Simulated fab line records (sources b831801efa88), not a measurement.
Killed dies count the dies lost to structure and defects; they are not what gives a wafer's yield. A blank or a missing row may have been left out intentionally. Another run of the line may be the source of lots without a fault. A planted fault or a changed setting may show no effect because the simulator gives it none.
Chamber matching || flow sky130 || 4 sister chambers for SKY_CONTACT_CMP_27 on cmp-02
The step polishes, stops on SiO2, t overpolish 15 s, target thk 0 nm. 16 wafers are shown with their chamber, then 8 later ones without.

== WAFERS PAIRED WITH THEIR CHAMBERS ==
{"wafer": "L678.2", "chamber": 3, "motor current A (A)": 11.5, "overpolish run s (s)": 15.007, "time to endpoint s (s)": 78.4}
{"wafer": "L678.5", "chamber": 3, "motor current A (A)": 11.0, "overpolish run s (s)": 15.000, "time to endpoint s (s)": 77.9}
{"wafer": "L678.6", "chamber": 2, "motor current A (A)": 9.8, "overpolish run s (s)": 14.988, "time to endpoint s (s)": 81.0}
{"wafer": "L679.1", "chamber": 3, "motor current A (A)": 11.0, "overpolish run s (s)": 15.007, "time to endpoint s (s)": 86.0}
{"wafer": "L679.3", "chamber": 2, "motor current A (A)": 8.9, "overpolish run s (s)": 14.985, "time to endpoint s (s)": 84.1}
{"wafer": "L679.6", "chamber": 2, "motor current A (A)": 9.3, "overpolish run s (s)": 15.018, "time to endpoint s (s)": 85.4}
{"wafer": "L680.3", "chamber": 1, "motor current A (A)": 10.6, "overpolish run s (s)": 15.004, "time to endpoint s (s)": 80.0}
{"wafer": "L680.5", "chamber": 3, "motor current A (A)": 11.4, "overpolish run s (s)": 14.998, "time to endpoint s (s)": 78.9}
{"wafer": "L680.6", "chamber": 2, "motor current A (A)": 8.8, "overpolish run s (s)": 14.991, "time to endpoint s (s)": 80.9}
{"wafer": "L681.1", "chamber": 1, "motor current A (A)": 10.4, "overpolish run s (s)": 15.032, "time to endpoint s (s)": 79.4}
{"wafer": "L681.2", "chamber": 0, "motor current A (A)": 10.9, "overpolish run s (s)": 15.002, "time to endpoint s (s)": 82.0}
{"wafer": "L681.5", "chamber": 2, "motor current A (A)": 8.5, "overpolish run s (s)": 15.003, "time to endpoint s (s)": 81.4}
{"wafer": "L683.1", "chamber": 3, "motor current A (A)": 11.1, "overpolish run s (s)": 15.013, "time to endpoint s (s)": 82.6}
{"wafer": "L683.4", "chamber": 1, "motor current A (A)": 10.6, "overpolish run s (s)": 15.004, "time to endpoint s (s)": 84.7}
{"wafer": "L683.6", "chamber": 2, "motor current A (A)": 9.3, "overpolish run s (s)": 14.996, "time to endpoint s (s)": 84.2}
{"wafer": "L691.1", "chamber": 2, "motor current A (A)": 9.3, "overpolish run s (s)": 14.995, "time to endpoint s (s)": 84.5}

SIGNATURES (means of the wafers above)
{"reading": "motor current A", "chamber 0": 10.900, "chamber 1": 10.533, "chamber 2": 9.129, "chamber 3": 11.200, "scatter within a chamber": 0.334}
{"reading": "overpolish run s", "chamber 0": 15.00200, "chamber 1": 15.01333, "chamber 2": 14.99657, "chamber 3": 15.00500, "scatter within a chamber": 0.0108}
{"reading": "time to endpoint s", "chamber 0": 82.000, "chamber 1": 81.367, "chamber 2": 83.071, "chamber 3": 80.760, "scatter within a chamber": 2.68}
Rule: a wafer lies at a distance from a chamber equal to the root of the sum of squares, over the readings, of (its reading less the chamber's mean, divided by the reading's scatter). The wafer belongs to the nearest chamber; if the next one is less than 2 further off, it can't be placed. The scatter: the root of (the sum of the squares of (reading less its chamber's mean) over the shown wafers, divided by (wafers less chambers)).

== WAFERS WITH NO CHAMBER GIVEN ==
{"wafer": "L691.2", "motor current A (A)": 10.4, "overpolish run s (s)": 15.009, "time to endpoint s (s)": 81.7}
{"wafer": "L691.4", "motor current A (A)": 9.8, "overpolish run s (s)": 15.004, "time to endpoint s (s)": 82.8}
{"wafer": "L696.2", "motor current A (A)": 10.8, "overpolish run s (s)": 14.995, "time to endpoint s (s)": 79.7}
{"wafer": "L696.3", "motor current A (A)": 9.1, "overpolish run s (s)": 15.011, "time to endpoint s (s)": 81.4}
{"wafer": "L696.4", "motor current A (A)": 10.5, "overpolish run s (s)": 14.992, "time to endpoint s (s)": 82.1}
{"wafer": "L697.1", "motor current A (A)": 10.5, "overpolish run s (s)": 15.005, "time to endpoint s (s)": 80.7}
{"wafer": "L697.3", "motor current A (A)": 10.5, "overpolish run s (s)": 15.000, "time to endpoint s (s)": 81.1}
{"wafer": "L697.4", "motor current A (A)": 9.4, "overpolish run s (s)": 14.985, "time to endpoint s (s)": 84.8}

== WHICH CHAMBER EACH WENT THROUGH ==
{"wafer": "L691.2", "from the rows above": "can't be placed: 1 or 0 or 3", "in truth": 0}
{"wafer": "L691.4", "from the rows above": "can't be placed: 2 or 1 or 0", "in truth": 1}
{"wafer": "L696.2", "from the rows above": "can't be placed: 0 or 3 or 1", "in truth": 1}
{"wafer": "L696.3", "from the rows above": 2, "in truth": 2}
{"wafer": "L696.4", "from the rows above": "can't be placed: 0 or 1 or 3", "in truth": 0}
{"wafer": "L697.1", "from the rows above": "can't be placed: 1 or 0 or 3", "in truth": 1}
{"wafer": "L697.3", "from the rows above": "can't be placed: 1 or 0 or 3", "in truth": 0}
{"wafer": "L697.4", "from the rows above": 2, "in truth": 2}
Correct placement for 2 of the 8. Not placeable from these rows: 6 (in 6, the candidates include the true chamber). 0 placed wrongly.
